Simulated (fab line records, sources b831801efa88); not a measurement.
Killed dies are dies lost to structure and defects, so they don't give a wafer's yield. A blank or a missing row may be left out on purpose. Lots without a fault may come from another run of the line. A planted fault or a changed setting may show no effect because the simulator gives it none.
One fault seen from 2 desks | flow gf180mcu | each desk has only its own numbers; what lay behind them comes last

THE TOOL OWNER'S DESK: pvd_sputter-02
The tool's own readings at GF_CONTACT_SPUTTER_23 (material TiN, target thk 10 nm, time 40 s): means of the sampled wafers that have a number, for each lot that ran on this tool. A lot is out of limits, marked OUT, if its mean lies more than 4 standard deviations from the usual mean; the brackets give that distance.
Columns: A = throttle_valve_pct at GF_CONTACT_SPUTTER_23, usual 30.6 %
lot  | first seen here | A
L881 | day 17 23:11    | 29.3
L884 | day 18 22:09    | 29.7
L889 | day 21 02:22    | 29.9
L891 | day 21 12:18    | 30.0
L892 | day 22 01:00    | 29.9
This desk's finding: nothing out of limits on any of the 5 lots.

THE METROLOGY DESK
What the gauges read, lot by lot, whatever tool the lot ran on: means of the sampled wafers that have a number. A lot is out of limits, marked OUT, if its mean lies more than 4 standard deviations from the usual mean; the brackets give that distance.
Columns: A = cd_nm at GF_CONTACT_CD_MEAS_14, usual 219.6 nm; B = CONTACT_OVL at GF_CONTACT_OVL_MEAS_15, usual 2 nm
lot  | first seen here | A     | B
L881 | day 17 22:30    | 218.0 | 7
L884 | day 18 21:26    | 221.8 | 11
L889 | day 21 01:41    | 214.4 | -2
L891 | day 21 11:33    | 219.2 | 4
L892 | day 22 00:23    | 221.8 | 9
L895 | day 22 23:44    | 221.2 | 2
L897 | day 23 15:02    | 219.4 | -8
This desk's finding: nothing out of limits on any of the 7 lots.

PUT TOGETHER
The tool owner's desk saw nothing out of limits.
The metrology desk saw nothing out of limits.

WHAT THE SIMULATOR HAD PUT IN
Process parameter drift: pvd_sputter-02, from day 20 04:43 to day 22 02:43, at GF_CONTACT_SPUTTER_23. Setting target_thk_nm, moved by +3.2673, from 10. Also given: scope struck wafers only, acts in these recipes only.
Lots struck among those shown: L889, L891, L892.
